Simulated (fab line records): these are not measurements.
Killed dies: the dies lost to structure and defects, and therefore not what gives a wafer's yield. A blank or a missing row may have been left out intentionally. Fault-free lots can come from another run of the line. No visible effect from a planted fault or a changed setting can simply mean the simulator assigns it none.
fab line records + flow sky130
record:
- lots: 7
- wafers: 21
- lastDay: 51
route steps=708 shown NWELL@65 PAD_OPEN@708
lots with no fault: from the same line, run without faults
startH: the number of hours between the record's first day and the start of the first shown wafer of the lot + waitH: hours from the lot's prior step to this one + " unchanged from the row above + L1.1+2: several wafers, shown together as one row + - either no value or no given start + * or withheld: withheld + < > ~ a bound
route shown NAME@n: names a module that has steps shown in the file, with the first one's number in the route + usual: mean/standard deviation taken from wafers without a fault + same: alike in all rows + chamber/n: place in a boat + sites: the reading at each site + _std_site: their standard deviation + _edge_site: mean of outer sites minus mean of inner sites + radiusMm: for every site, how far away it sits from the centre of the wafer + mask NAME#n: copy n + behind: tool/chamber where the wafer was last shaped + hold: why the lot was held/for how many hours/how that ended + device: transistor that didn't switch, given as n, p or np + end of line: the tests these same wafers got at the end of their route + where a step has no rows: the recipe by itself + killed: the dies lost at the first sort to structure and to defects; this is not the yield of the wafer + map: the dies of a wafer, with x for killed, . for not killed, _ for no die there
set.NAME: the setting the step ran with; set.NAME@STEP: the setting that earlier step ran with + model.NAME: the simulator's own value behind a step, which no gauge read
lots at selected steps of the route; one table per step, one row per wafer
services: when a tool's chamber went out of use (startH, in hours from the record's first day, below 0 if earlier), for how many hours, and the reason
== steps ==
step: SKY_NWELL_IMPLANT_12
recipe:
- species: P
- energyKev: 120
- doseCm2: 1.3e+12
- tiltDeg: withheld
step: SKY_NWELL_IMPLANT_13
recipe:
- species: P
- energyKev: 50
- doseCm2: 7e+11
- tiltDeg: withheld
step: SKY_NWELL_STRIP_14
recipe:
- chemistry: O2/N2
- powerW: 1400
- pressureMtorr: 1500
- platenTempC: withheld
- o2FlowSccm: 3000
- n2FlowSccm: 300
- overashFraction: 0.5
usual:
- drypumpMotorCurrentA: 5.9/0.39
- oesProductAu: 0.722/0.0041
- stripTimeToEndpointS: 36.87/0.11
| lot.wafer | tool           | chamber | startH | waitH | drypumpMotorCurrentA | oesProductAu | rfHoursCounterH | stripTimeToEndpointS |
|-----------|----------------|---------|--------|-------|----------------------|--------------|-----------------|----------------------|
| L193.1    | plasmaAsher-03 | 1       | 111.70 | 0.1   | 5.5                  | 0.716        | 31              | 36.81                |
| L193.2    | "              | 0       | "      | "     | 6.5                  | 0.726        | 31              | 36.82                |
| L193.6    | "              | 1       | "      | "     | 5.5                  | 0.723        | -               | 36.79                |
| L194.1    | plasmaAsher-04 | 1       | 120.40 | 0.1   | 6.0                  | 0.725        | 44              | 36.99                |
| L194.2    | "              | 0       | "      | "     | 6.5                  | 0.729        | 44              | 36.83                |
| L194.4    | "              | 0       | "      | "     | 6.4                  | 0.722        | -               | 36.81                |
| L196.1    | plasmaAsher-01 | 1       | 134.75 | 0.1   | 5.9                  | 0.716        | 44              | 36.89                |
| L196.3    | "              | 1       | "      | "     | 5.9                  | 0.717        | -               | 36.70                |
| L196.6    | "              | 1       | "      | "     | 5.9                  | 0.726        | -               | 36.89                |
| L198.1    | plasmaAsher-01 | 1       | 140.80 | 0.1   | 5.9                  | 0.720        | 44              | 36.74                |
| L198.2    | "              | 0       | "      | "     | 5.5                  | 0.724        | 44              | 36.82                |
| L198.5    | "              | 0       | "      | "     | 5.5                  | 0.719        | -               | 36.84                |
| L201.1    | plasmaAsher-03 | 0       | 161.79 | 0.1   | 6.6                  | 0.720        | 35              | 36.91                |
| L201.2    | "              | 1       | "      | "     | 5.5                  | 0.723        | 35              | 37.07                |
| L201.5    | "              | 1       | "      | "     | 5.5                  | 0.710        | -               | 36.88                |
| L205.1    | plasmaAsher-04 | 0       | 185.90 | 0.1   | 6.5                  | 0.719        | 50              | 36.99                |
| L205.2    | "              | 1       | "      | "     | 6.0                  | 0.712        | 50              | 37.02                |
| L205.4    | "              | 1       | "      | "     | 6.0                  | 0.722        | -               | 37.11                |
| L210.2    | plasmaAsher-04 | 0       | 239.19 | 0.1   | 6.4                  | 0.723        | 54              | 36.91                |
| L210.5    | "              | 1       | "      | "     | 6.0                  | 0.720        | -               | 36.91                |
| L210.6    | "              | 0       | "      | "     | 6.5                  | 0.720        | -               | 36.86                |
step: SKY_NWELL_TW_MEAS_15
usual:
- NWELL_TW: 1818/10
| lot.wafer | tool         | chamber | startH | waitH | NWELL_TW |
|-----------|--------------|---------|--------|-------|----------|
| L193.1    | filmMetro-04 | -       | 111.80 | 0.1   | 1801     |
| L193.2    | "            | -       | "      | "     | 1802     |
| L193.6    | "            | -       | "      | "     | 1801     |
| L194.1    | filmMetro-03 | -       | 120.50 | 0.1   | 1838     |
| L194.2    | "            | -       | "      | "     | 1820     |
| L194.4    | "            | -       | "      | "     | 1828     |
| L196.1    | filmMetro-04 | -       | 134.85 | 0.1   | 1809     |
| L196.3    | "            | -       | "      | "     | 1808     |
| L196.6    | "            | -       | "      | "     | 1810     |
| L198.1    | filmMetro-04 | -       | 140.90 | 0.1   | 1802     |
| L198.2    | "            | -       | "      | "     | 1809     |
| L198.5    | "            | -       | "      | "     | 1814     |
| L201.1    | filmMetro-03 | -       | 161.89 | 0.1   | 1815     |
| L201.2    | "            | -       | "      | "     | 1819     |
| L201.5    | "            | -       | "      | "     | 1826     |
| L205.1    | filmMetro-03 | -       | 186.00 | 0.1   | 1817     |
| L205.2    | "            | -       | "      | "     | 1813     |
| L205.4    | "            | -       | "      | "     | 1818     |
| L210.2    | filmMetro-03 | -       | 239.30 | 0.1   | 1830     |
| L210.5    | "            | -       | "      | "     | 1814     |
| L210.6    | "            | -       | "      | "     | 1818     |
step: SKY_NWELL_DEHYDRATE_16
recipe:
- tempC: 200
- timeS: 60
step: SKY_NWELL_HMDS_17
recipe:
- primeTimeS: 60
- primeTempC: 120
step: SKY_NWELL_COAT_18
recipe:
- spinRpm: 2000
- resistThkNm: 3000
step: SKY_NWELL_SOFTBAKE_19
recipe:
- tempC: 110
- timeS: withheld
step: SKY_NWELL_EXPOSE_20
recipe:
- maskId: NWM_COMPLEMENT
- na: 0.6
- sourceShape: conventional
- sigmaOuter: 0.6
- polarization: unpolarized
- targetCdNm: 840
- doseMj: 256.1
step: SKY_NWELL_PEB_21
recipe:
- tempC: 115
- timeS: withheld
step: SKY_NWELL_DEVELOP_22
recipe:
- wallAngleDeg: 90
- developer: TMAH
- developTimeS: 60
- devTempC: 23
step: SKY_NWELL_OVL_MEAS_23
usual:
- NWELL_01_OVL: -0.6/1.2
| lot.wafer | tool       | chamber | startH | waitH | NWELL_01_OVL[nm] |
|-----------|------------|---------|--------|-------|------------------|
| L193.1    | overlay-01 | -       | 130.52 | -     | -0.2             |
| L193.2    | "          | -       | "      | "     | -1.1             |
| L193.6    | "          | -       | "      | "     | 0.1              |
| L194.1    | overlay-02 | -       | 139.32 | -     | -1.2             |
| L194.2    | "          | -       | "      | "     | -3.0             |
| L194.4    | "          | -       | "      | "     | -2.4             |
| L196.1    | overlay-01 | -       | 152.71 | -     | -0.8             |
| L196.3    | "          | -       | "      | "     | 0.6              |
| L196.6    | "          | -       | "      | "     | 0.6              |
| L198.1    | overlay-01 | -       | 158.91 | -     | -0.1             |
| L198.2    | "          | -       | "      | "     | -1.6             |
| L198.5    | "          | -       | "      | "     | -2.1             |
| L201.1    | overlay-02 | -       | 181.01 | -     | 0.2              |
| L201.2    | "          | -       | "      | "     | 0.7              |
| L201.5    | "          | -       | "      | "     | 0.1              |
| L205.1    | overlay-01 | -       | 207.32 | -     | -0.6             |
| L205.2    | "          | -       | "      | "     | 0.3              |
| L205.4    | "          | -       | "      | "     | 0.2              |
| L210.2    | overlay-02 | -       | 263.22 | -     | 0.3              |
| L210.5    | "          | -       | "      | "     | -1.4             |
| L210.6    | "          | -       | "      | "     | -1.1             |
step: SKY_NWELL_IMPLANT_24
recipe:
- species: B
- energyKev: 140
- doseCm2: 9.2e+12
- tiltDeg: withheld
usual:
- beamEnergyKeV: 140.00/0.039
| lot.wafer | tool         | chamber | startH | waitH | beamEnergyKeV | model.implant.drpNm |
|-----------|--------------|---------|--------|-------|---------------|---------------------|
| L193.1    | implanter-01 | 0       | 130.55 | 0.0   | 140.02        | 95.47               |
| L193.2    | "            | 0       | "      | "     | 139.96        | 95.47               |
| L193.6    | "            | 0       | "      | "     | 140.01        | 95.47               |
| L194.1    | implanter-03 | 0       | 139.35 | 0.0   | 139.98        | 95.47               |
| L194.2    | "            | 0       | "      | "     | 140.05        | 95.47               |
| L194.4    | "            | 0       | "      | "     | 140.00        | 95.47               |
| L196.1    | implanter-03 | 0       | 152.75 | 0.0   | 142.29        | 96.04               |
| L196.3    | "            | 0       | "      | "     | 142.26        | 96.04               |
| L196.6    | "            | 0       | "      | "     | 142.25        | 96.04               |
| L198.1    | implanter-03 | 0       | 158.94 | 0.0   | 142.26        | 96.04               |
| L198.2    | "            | 0       | "      | "     | 142.22        | 96.04               |
| L198.5    | "            | 0       | "      | "     | 142.23        | 96.04               |
| L201.1    | implanter-03 | 0       | 181.05 | 0.0   | 142.18        | 96.04               |
| L201.2    | "            | 0       | "      | "     | 142.18        | 96.04               |
| L201.5    | "            | 0       | "      | "     | 142.19        | 96.04               |
| L205.1    | implanter-04 | 0       | 207.35 | 0.0   | 139.95        | 95.47               |
| L205.2    | "            | 0       | "      | "     | 140.02        | 95.47               |
| L205.4    | "            | 0       | "      | "     | 140.00        | 95.47               |
| L210.2    | implanter-03 | 0       | 263.28 | 0.0   | 140.06        | 95.47               |
| L210.5    | "            | 0       | "      | "     | 139.99        | 95.47               |
| L210.6    | "            | 0       | "      | "     | 140.01        | 95.47               |
step: SKY_NWELL_STRIP_25
recipe:
- chemistry: O2/N2
- powerW: 1400
- pressureMtorr: 1500
- platenTempC: withheld
- o2FlowSccm: 3000
- n2FlowSccm: 300
- overashFraction: 0.5
usual:
- drypumpMotorCurrentA: 6.0/0.39
- oesProductAu: 0.722/0.0048
- stripTimeToEndpointS: 36.90/0.087
| lot.wafer | tool           | chamber | startH | waitH | drypumpMotorCurrentA | oesProductAu | rfHoursCounterH | stripTimeToEndpointS |
|-----------|----------------|---------|--------|-------|----------------------|--------------|-----------------|----------------------|
| L193.1    | plasmaAsher-04 | 0       | 130.70 | 0.1   | 6.4                  | 0.715        | 45              | 36.96                |
| L193.2    | "              | 1       | "      | "     | 6.0                  | 0.719        | 45              | 36.99                |
| L193.6    | "              | 1       | "      | "     | 6.0                  | 0.725        | -               | 36.99                |
| L194.1    | plasmaAsher-03 | 0       | 139.50 | 0.1   | 6.6                  | 0.719        | 33              | 36.84                |
| L194.2    | "              | 1       | "      | "     | 5.5                  | 0.721        | 33              | 36.76                |
| L194.4    | "              | 1       | "      | "     | 5.5                  | 0.721        | -               | 36.85                |
| L196.1    | plasmaAsher-04 | 1       | 152.90 | 0.1   | 5.9                  | 0.729        | 47              | 36.81                |
| L196.3    | "              | 0       | "      | "     | 6.4                  | 0.726        | -               | 36.90                |
| L196.6    | "              | 1       | "      | "     | 6.0                  | 0.721        | -               | 36.90                |
| L198.1    | plasmaAsher-01 | 1       | 159.09 | 0.1   | 5.9                  | 0.717        | 46              | 36.83                |
| L198.2    | "              | 0       | "      | "     | 5.5                  | 0.727        | 46              | 36.92                |
| L198.5    | "              | 1       | "      | "     | 5.9                  | 0.724        | -               | 36.88                |
| L201.1    | plasmaAsher-03 | 1       | 181.20 | 0.1   | 5.5                  | 0.726        | 37              | 36.96                |
| L201.2    | "              | 0       | "      | "     | 6.5                  | 0.724        | 37              | 36.87                |
| L201.5    | "              | 0       | "      | "     | 6.5                  | 0.728        | -               | 36.87                |
| L205.1    | plasmaAsher-04 | 1       | 207.50 | 0.1   | 6.0                  | 0.719        | 52              | 36.82                |
| L205.2    | "              | 0       | "      | "     | 6.5                  | 0.724        | 52              | 36.80                |
| L205.4    | "              | 1       | "      | "     | 6.0                  | 0.720        | -               | 36.88                |
| L210.2    | plasmaAsher-01 | 1       | 263.40 | 0.1   | 6.0                  | 0.722        | 55              | 36.82                |
| L210.5    | "              | 1       | "      | "     | 5.9                  | 0.720        | -               | 36.67                |
| L210.6    | "              | 0       | "      | "     | 5.5                  | 0.720        | -               | 36.86                |
step: SKY_PAD_OPEN_PROBE_99
usual:
- killed_at_M0_to_M3: 44/6.8
- killed_at_M4_up: 2.9/1.9
- killedAtContacts: 24/5.2
- killedAtFrontEnd: 16/4.1
- killedAtOther: 0.4/0.74
- killedDies: 88/9.1
- killedOpen: 48/7.2
- killedShort: 39/5.6
same:
- grossDies: 492
- killedAtBackSide: 0
| lot.wafer | tool      | chamber | startH  | waitH | killed_at_M0_to_M3 | killed_at_M4_up | killedAtContacts | killedAtFrontEnd | killedAtOther | killedDies | killedOpen | killedShort |
|-----------|-----------|---------|---------|-------|--------------------|-----------------|------------------|------------------|---------------|------------|------------|-------------|
| L193.1    | prober-02 | -       | 1094.99 | 0.1   | 53                 | 3               | 16               | 12               | 2             | 86         | 35         | 49          |
| L193.2    | prober-02 | -       | 1095.04 | 0.1   | 43                 | 4               | 23               | 13               | 2             | 85         | 47         | 38          |
| L193.6    | prober-02 | -       | 1095.24 | 0.2   | 51                 | 7               | 14               | 18               | 2             | 92         | 39         | 52          |
| L194.1    | prober-02 | -       | 1108.19 | 0.1   | 46                 | 1               | 29               | 15               | 0             | 91         | 60         | 30          |
| L194.2    | prober-02 | -       | 1108.24 | 0.1   | 39                 | 6               | 36               | 13               | 0             | 94         | 53         | 41          |
| L194.4    | prober-02 | -       | 1108.34 | 0.2   | 34                 | 5               | 37               | 18               | 1             | 95         | 47         | 47          |
| L196.1    | prober-02 | -       | 1129.44 | 0.1   | 56                 | 1               | 32               | 18               | 0             | 107        | 61         | 43          |
| L196.3    | prober-02 | -       | 1129.54 | 0.2   | 47                 | 4               | 30               | 13               | 0             | 94         | 49         | 45          |
| L196.6    | prober-02 | -       | 1129.69 | 0.2   | 35                 | 2               | 23               | 14               | 3             | 77         | 41         | 35          |
| L198.1    | prober-01 | -       | 1130.94 | 0.1   | 44                 | 9               | 40               | 18               | 0             | 111        | 62         | 49          |
| L198.2    | prober-01 | -       | 1130.99 | 0.1   | 40                 | 4               | 22               | 18               | 0             | 84         | 40         | 44          |
| L198.5    | prober-01 | -       | 1131.14 | 0.2   | 46                 | 4               | 28               | 10               | 0             | 88         | 50         | 37          |
| L201.1    | prober-01 | -       | 1152.79 | 0.1   | 48                 | 4               | 20               | 11               | 0             | 83         | 49         | 34          |
| L201.2    | prober-01 | -       | 1152.84 | 0.1   | 42                 | 1               | 20               | 19               | 0             | 82         | 50         | 32          |
| L201.5    | prober-01 | -       | 1152.99 | 0.2   | 39                 | 5               | 14               | 21               | 1             | 80         | 40         | 40          |
| L205.1    | prober-01 | -       | 1169.81 | 0.1   | 49                 | 0               | 25               | 15               | 0             | 89         | 53         | 36          |
| L205.2    | prober-01 | -       | 1169.86 | 0.1   | 38                 | 4               | 27               | 17               | 0             | 86         | 46         | 40          |
| L205.4    | prober-01 | -       | 1169.96 | 0.2   | 59                 | 2               | 23               | 11               | 1             | 96         | 48         | 48          |
| L210.2    | prober-02 | -       | 1217.52 | 0.1   | 40                 | 5               | 23               | 18               | 3             | 89         | 47         | 42          |
| L210.5    | prober-02 | -       | 1217.67 | 0.2   | 37                 | 3               | 30               | 19               | 0             | 89         | 46         | 43          |
| L210.6    | prober-02 | -       | 1217.72 | 0.2   | 47                 | 5               | 34               | 16               | 0             | 102        | 67         | 35          |
killed by level:class
L193.1 METAL2:geometricParticle:short=15 VIA1:geometricParticle:open=13 CONTACT:geometricParticle:short=6 POLY_GATE:geometricParticle:open=5 LOCAL_INTERCONNECT:geometricParticle:short=5 METAL1:geometricParticle:short=5 VIA3:geometricParticle:open=5 VIA1:geometricParticle:short=3
L193.2 VIA1:geometricParticle:open=12 CONTACT:geometricParticle:open=9 METAL1:geometricParticle:short=6 POLY_GATE:geometricParticle:short=5 SPACER:geometricParticle:open=5 LI_CONTACT:geometricParticle:open=5 VIA2:geometricParticle:open=4 VIA1:geometricParticle:short=4
L193.6 VIA1:geometricParticle:open=10 METAL2:geometricParticle:short=10 VIA1:geometricParticle:short=7 CONTACT:geometricParticle:open=6 POLY_GATE:geometricParticle:short=5 LOCAL_INTERCONNECT:geometricParticle:short=4 VIA2:geometricParticle:short=4 VIA2:geometricParticle:open=4
L194.1 VIA1:geometricParticle:open=14 VIA3:geometricParticle:open=10 CONTACT:geometricParticle:open=8 VIA2:geometricParticle:open=8 CONTACT:geometricParticle:short=7 METAL2:geometricParticle:short=7 LI_CONTACT:geometricParticle:open=6 POLY_GATE:geometricParticle:open=5
L194.2 CONTACT:geometricParticle:open=13 VIA1:geometricParticle:open=10 LI_CONTACT:geometricParticle:open=9 CONTACT:geometricParticle:short=8 VIA2:geometricParticle:open=8 METAL4:geometricParticle:short=5 POLY_GATE:geometricParticle:open=4 POLY_GATE:geometricParticle:short=4
L194.4 LI_CONTACT:geometricParticle:open=10 CONTACT:geometricParticle:open=9 CONTACT:geometricParticle:short=8 VIA3:geometricParticle:open=6 FIELD_ISO:geometricParticle:short=5 VIA2:geometricParticle:short=5 LI_CONTACT:geometricParticle:short=5 METAL4:geometricParticle:short=5
L196.1 VIA1:geometricParticle:open=15 LI_CONTACT:geometricParticle:open=10 CONTACT:geometricParticle:open=9 VIA3:geometricParticle:open=8 VIA2:geometricParticle:open=6 LI_CONTACT:geometricParticle:short=5 METAL2:geometricParticle:short=5 METAL1:geometricParticle:short=5
L196.3 VIA3:geometricParticle:open=11 LOCAL_INTERCONNECT:geometricParticle:short=8 VIA1:geometricParticle:open=8 CONTACT:geometricParticle:short=7 CONTACT:geometricParticle:open=7 FIELD_ISO:geometricParticle:open=5 VIA2:geometricParticle:open=5 LI_CONTACT:geometricParticle:short=4
L196.6 VIA2:geometricParticle:open=7 CONTACT:geometricParticle:open=6 VIA1:geometricParticle:open=6 LI_CONTACT:geometricParticle:open=5 CONTACT:geometricParticle:short=5 FIELD_ISO:geometricParticle:short=4 VIA3:geometricParticle:open=4 LI_CONTACT:geometricParticle:short=3
L198.1 CONTACT:geometricParticle:open=18 VIA1:geometricParticle:open=11 LI_CONTACT:geometricParticle:open=9 POLY_GATE:geometricParticle:short=8 VIA2:geometricParticle:open=7 METAL1:geometricParticle:short=6 METAL4:geometricParticle:short=6 LOCAL_INTERCONNECT:geometricParticle:short=6
L198.2 LI_CONTACT:geometricParticle:open=9 METAL1:geometricParticle:short=7 CONTACT:geometricParticle:open=6 VIA1:geometricParticle:short=6 POLY_GATE:geometricParticle:open=5 POLY_GATE:geometricParticle:short=5 LOCAL_INTERCONNECT:geometricParticle:short=5 VIA1:geometricParticle:open=5
L198.5 CONTACT:geometricParticle:open=11 LI_CONTACT:geometricParticle:open=10 VIA2:geometricParticle:open=10 VIA1:geometricParticle:open=7 VIA2:geometricParticle:short=6 METAL2:geometricParticle:short=5 METAL1:geometricParticle:short=5 FIELD_ISO:geometricParticle:short=4
L201.1 VIA1:geometricParticle:open=12 METAL1:geometricParticle:short=9 CONTACT:geometricParticle:open=8 VIA3:geometricParticle:open=8 VIA2:geometricParticle:open=5 FIELD_ISO:geometricParticle:short=4 LI_CONTACT:geometricParticle:open=4 METAL2:geometricParticle:short=4
L201.2 CONTACT:geometricParticle:open=13 POLY_GATE:geometricParticle:open=7 VIA1:geometricParticle:open=7 VIA1:geometricParticle:short=6 METAL1:geometricParticle:short=6 VIA2:geometricParticle:open=6 VIA3:geometricParticle:open=5 FIELD_ISO:geometricParticle:open=4
L201.5 VIA1:geometricParticle:open=13 FIELD_ISO:geometricParticle:short=6 VIA2:geometricParticle:open=6 FIELD_ISO:geometricParticle:open=5 CONTACT:geometricParticle:short=5 VIA3:geometricParticle:open=5 VIA2:geometricParticle:short=4 METAL4:geometricParticle:short=4
L205.1 CONTACT:geometricParticle:open=12 VIA1:geometricParticle:open=11 LI_CONTACT:geometricParticle:open=9 VIA3:geometricParticle:short=9 VIA2:geometricParticle:open=7 VIA3:geometricParticle:open=6 FIELD_ISO:geometricParticle:short=5 METAL1:geometricParticle:short=5
L205.2 CONTACT:geometricParticle:open=13 METAL1:geometricParticle:short=11 LI_CONTACT:geometricParticle:open=8 FIELD_ISO:geometricParticle:open=5 METAL2:geometricParticle:short=5 VIA2:geometricParticle:open=5 POLY_GATE:geometricParticle:open=4 VIA3:geometricParticle:open=4
L205.4 VIA1:geometricParticle:open=11 METAL1:geometricParticle:short=10 CONTACT:geometricParticle:open=9 METAL2:geometricParticle:short=9 VIA2:geometricParticle:open=8 LI_CONTACT:geometricParticle:open=7 VIA3:geometricParticle:open=6 FIELD_ISO:geometricParticle:short=5
L210.2 VIA1:geometricParticle:open=11 LI_CONTACT:geometricParticle:open=9 CONTACT:geometricParticle:open=8 METAL2:geometricParticle:short=7 VIA2:geometricParticle:open=6 FIELD_ISO:geometricParticle:short=4 FIELD_ISO:geometricParticle:open=4 POLY_GATE:geometricParticle:short=4
L210.5 LOCAL_INTERCONNECT:geometricParticle:short=8 CONTACT:geometricParticle:open=8 METAL2:geometricParticle:short=7 VIA1:geometricParticle:open=7 POLY_GATE:geometricParticle:open=6 POLY_GATE:geometricParticle:short=6 VIA2:geometricParticle:open=6 LI_CONTACT:geometricParticle:open=5
L210.6 CONTACT:geometricParticle:open=18 VIA1:geometricParticle:open=10 LI_CONTACT:geometricParticle:open=9 VIA3:geometricParticle:open=7 CONTACT:geometricParticle:short=6 METAL2:geometricParticle:short=6 VIA2:geometricParticle:open=6 FIELD_ISO:geometricParticle:open=5
== services ==
| tool           | chamber | startH | hours | kind   |
|----------------|---------|--------|-------|--------|
| implanter-03   | -       | 99.15  | 3.1   | repair |
| implanter-04   | -       | 111.22 | 2.3   | repair |
| plasmaAsher-03 | -       | 114.12 | 0.9   | repair |
| implanter-03   | -       | 131.39 | 3.0   | repair |
| plasmaAsher-04 | -       | 153.00 | 2.8   | pm     |
| implanter-01   | -       | 156.10 | 6.8   | repair |
| plasmaAsher-04 | -       | 184.13 | 0.9   | repair |
| plasmaAsher-01 | -       | 193.14 | 4.3   | pm     |
| plasmaAsher-04 | -       | 196.42 | 8.0   | repair |
| plasmaAsher-01 | -       | 199.96 | 8.8   | repair |
| plasmaAsher-03 | -       | 207.13 | 0.5   | repair |
| plasmaAsher-01 | -       | 207.85 | 0.4   | repair |
| plasmaAsher-04 | -       | 229.68 | 6.0   | repair |
| plasmaAsher-04 | -       | 250.60 | 13.1  | repair |
== key ==
firstSign:
- step: SKY_NWELL_IMPLANT_24
- reading: beamEnergyKeV
- direction: up
- sigmas: 58
- usual: *
- struck: *
effect none on later readings
modelEffect:
- step: SKY_NWELL_IMPLANT_24
- value: implant.drpNm
- without: 95.47
- struck: 96.04
metAt SKY_NWELL_IMPLANT_24
struckWafers L196.1,L196.3,L196.6,L198.1,L198.2,L198.5,L201.1,L201.2,L201.5
testerLeftOut L196,L198,L201
onsetBetween 139.35 152.75
fault:
- kind: processParameterDrift
- tool: implanter-03
- chamber: -
- onsetH: 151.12
- steps: SKY_NWELL_IMPLANT_24
- channel: energyKev
- offset: *
- shape: step
- endH: 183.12
- actsIn: *
- stated: *
testerLeftOut: of these lots the tester's yield and bins aren't shown, on N5 and GAA mostly nor the transistor test; their killed dies are dies lost to structure and defects alone, not to doping, threshold or leakage, so they don't give the yield
